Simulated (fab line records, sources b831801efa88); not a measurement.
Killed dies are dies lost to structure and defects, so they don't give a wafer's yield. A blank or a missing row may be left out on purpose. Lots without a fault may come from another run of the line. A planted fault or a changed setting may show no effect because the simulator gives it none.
Chamber matching | flow sky130 | SKY_VIA1_ETCH_14 on rie_diel-04: 4 sister chambers
The step etches BARC in N2/H2, stops on SiO2, time 45.9 s, target depth 60 nm. 14 wafers are shown with their chamber, then 7 later ones without.

WAFERS WITH THEIR CHAMBER
wafer  | chamber | drypump_motor_current_A (A) | throttle_valve_pct (%) | oes_product_au (a.u.)
L074.4 | 2       | 5.7                         | 13.230                 | 0.857
L074.5 | 3       | 5.6                         | 13.241                 | 0.863
L074.6 | 2       | 5.7                         | 13.212                 | 0.852
L077.1 | 1       | 6.4                         | 13.215                 | 0.850
L077.2 | 2       | 5.7                         | 13.211                 | 0.855
L077.3 | 3       | 5.6                         | 13.233                 | 0.857
L079.2 | 1       | 6.5                         | 13.239                 | 0.851
L079.3 | 0       | 6.1                         | 13.211                 | 0.853
L079.6 | 3       | 5.5                         | 13.234                 | 0.856
L080.3 | 1       | 6.4                         | 13.230                 | 0.856
L080.4 | 3       | 5.6                         | 13.224                 | 0.855
L080.5 | 2       | 5.8                         | 13.239                 | 0.850
L082.1 | 3       | 5.6                         | 13.233                 | 0.852
L082.3 | 1       | 6.5                         | 13.231                 | 0.843

SIGNATURES (means of the wafers above)
reading                 | chamber 0 | chamber 1 | chamber 2 | chamber 3 | scatter within a chamber
drypump_motor_current_A | 6.100     | 6.450     | 5.725     | 5.580     | 0.0505
throttle_valve_pct      | 13.21100  | 13.22875  | 13.22300  | 13.23300  | 0.0101
oes_product_au          | 0.85300   | 0.85000   | 0.85350   | 0.85660   | 0.00424
Rule: a wafer's distance from a chamber is the root of the sum, over the readings, of the square of ((its reading less the chamber's mean) divided by the reading's scatter). The wafer belongs to the nearest chamber; if the next one is less than 2 further off, it can't be placed. The scatter: the root of (the sum of the squares of (reading less its chamber's mean) over the shown wafers, divided by (wafers less chambers)).

WAFERS WITHOUT THEIR CHAMBER
wafer  | drypump_motor_current_A (A) | throttle_valve_pct (%) | oes_product_au (a.u.)
L082.6 | 5.6                         | 13.222                 | 0.849
L084.1 | 6.5                         | 13.210                 | 0.854
L084.3 | 6.2                         | 13.225                 | 0.859
L084.6 | 5.8                         | 13.220                 | 0.848
L087.3 | 5.6                         | 13.231                 | 0.851
L087.5 | 5.6                         | 13.212                 | 0.847
L087.6 | 6.1                         | 13.215                 | 0.856

WHICH CHAMBER EACH WENT THROUGH
wafer  | from the rows above     | in truth
L082.6 | can't be placed: 3 or 2 | 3
L084.1 | 1                       | 1
L084.3 | 0                       | 0
L084.6 | 2                       | 2
L087.3 | can't be placed: 3 or 2 | 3
L087.5 | can't be placed: 3 or 2 | 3
L087.6 | 0                       | 0
Placed correctly: 4 of 7. Can't be placed from these rows: 3 (the true chamber is among the candidates in 3). Placed wrongly: 0.
